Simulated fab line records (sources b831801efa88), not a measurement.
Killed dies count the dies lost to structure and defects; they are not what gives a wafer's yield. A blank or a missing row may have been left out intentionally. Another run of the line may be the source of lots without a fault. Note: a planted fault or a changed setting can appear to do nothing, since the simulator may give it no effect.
The tool behind it: which one? | flow sfqLine | 21 wafers from 7 lots sampled at 5 of the route's 325 steps

## WHAT THE GAUGES SHOWED, per wafer
SFQ_M8_BOW_MEAS_951.
lot  | measured     | on           | M8_BOW (um)
L127 | day 72 05:52 | filmMetro-01 | 1 0 -8
L129 | day 72 11:52 | filmMetro-04 | -2 4 3
L135 | day 77 00:52 | filmMetro-03 | 10 3 25
L137 | day 80 10:53 | filmMetro-03 | 15 12 20
L141 | day 82 07:01 | filmMetro-03 | 21 13 17
L143 | day 83 02:02 | filmMetro-01 | 13 7 6
L145 | day 83 10:28 | filmMetro-03 | 2 -7 8

## WHAT TOOL EACH LOT RAN ON (gives the tool, then ch and the chambers of the sampled wafers, and finally the start)
lot  | SFQ_TRILAYER_I6_DEP_PECVD_165   | SFQ_TRILAYER_I6_METRO_MEASURE_167 | SFQ_TRILAYER_I6_VIA_ETCH_VIA_ETCH_172 | SFQ_TRILAYER_M7_LITHO_EXPOSE_178
L127 | pecvd-02 ch 0,1,2, day 63 23:34 | filmMetro-02, day 64 04:34        | rieDiel-01 ch 0,1,2, day 68 20:30     | krfScanner-02 ch 0, day 69 21:27
L129 | pecvd-03 ch 1,2, day 64 14:43   | filmMetro-04, day 65 01:49        | rieDiel-02 ch 0,2,3, day 69 18:06     | krfScanner-02 ch 0, day 70 19:03
L135 | pecvd-03 ch 0,1,2, day 73 07:40 | filmMetro-02, day 73 12:52        | rieDiel-04 ch 0,2, day 73 21:01       | krfScanner-02, day 74 04:02
L137 | pecvd-02 ch 0,2, day 73 15:02   | filmMetro-02, day 73 18:40        | rieDiel-02 ch 0,1,2, day 74 03:01     | krfScanner-02 ch 0, day 74 09:50
L141 | pecvd-03 ch 0,1, day 75 01:32   | filmMetro-02, day 75 16:44        | rieDiel-02 ch 1,2, day 78 10:43       | krfScanner-01 ch 0, day 78 13:41
L143 | pecvd-01 ch 0,1, day 75 12:26   | filmMetro-04, day 76 09:53        | rieDiel-04 ch 0,2,3, day 79 15:38     | krfScanner-02 ch 0, day 79 17:34
L145 | pecvd-01 ch 0,2, day 75 20:25   | filmMetro-02, day 76 13:17        | rieDiel-02 ch 1,2,3, day 79 20:26     | krfScanner-02 ch 0, day 79 22:46
- SFQ_TRILAYER_I6_DEP_PECVD_165: deposits SiO2 from SiH4/N2O, time 111.11 s, target thk 500 nm.
- SFQ_TRILAYER_I6_METRO_MEASURE_167
- SFQ_TRILAYER_I6_VIA_ETCH_VIA_ETCH_172: etches SiO2 in CHF3, stops on Nb, target depth 260 nm.
- SFQ_TRILAYER_M7_LITHO_EXPOSE_178: exposes mask M7, target cd 500 nm.

## THE ANSWER, worked out from the rows above alone
Rule: usual is defined by the lots themselves. The widest of any qualifying gaps counts: lots, ordered by their means at a reading, are off when they make up no more than a third of the lots, leave a main group of 4 or more, and stand apart from it by 3 or more times the standard deviation of that group's means. A main group whose means are all the same, to the digits that the tables above print for the reading, isn't used. A lot without any number at a reading at which 4 lots or more have one is off too. Where the step has rows for the other lots, those lots are counted as sound.
No lot is off at any reading shown: from this, nothing can be told.

## WHAT THE SIMULATOR HAD INSERTED
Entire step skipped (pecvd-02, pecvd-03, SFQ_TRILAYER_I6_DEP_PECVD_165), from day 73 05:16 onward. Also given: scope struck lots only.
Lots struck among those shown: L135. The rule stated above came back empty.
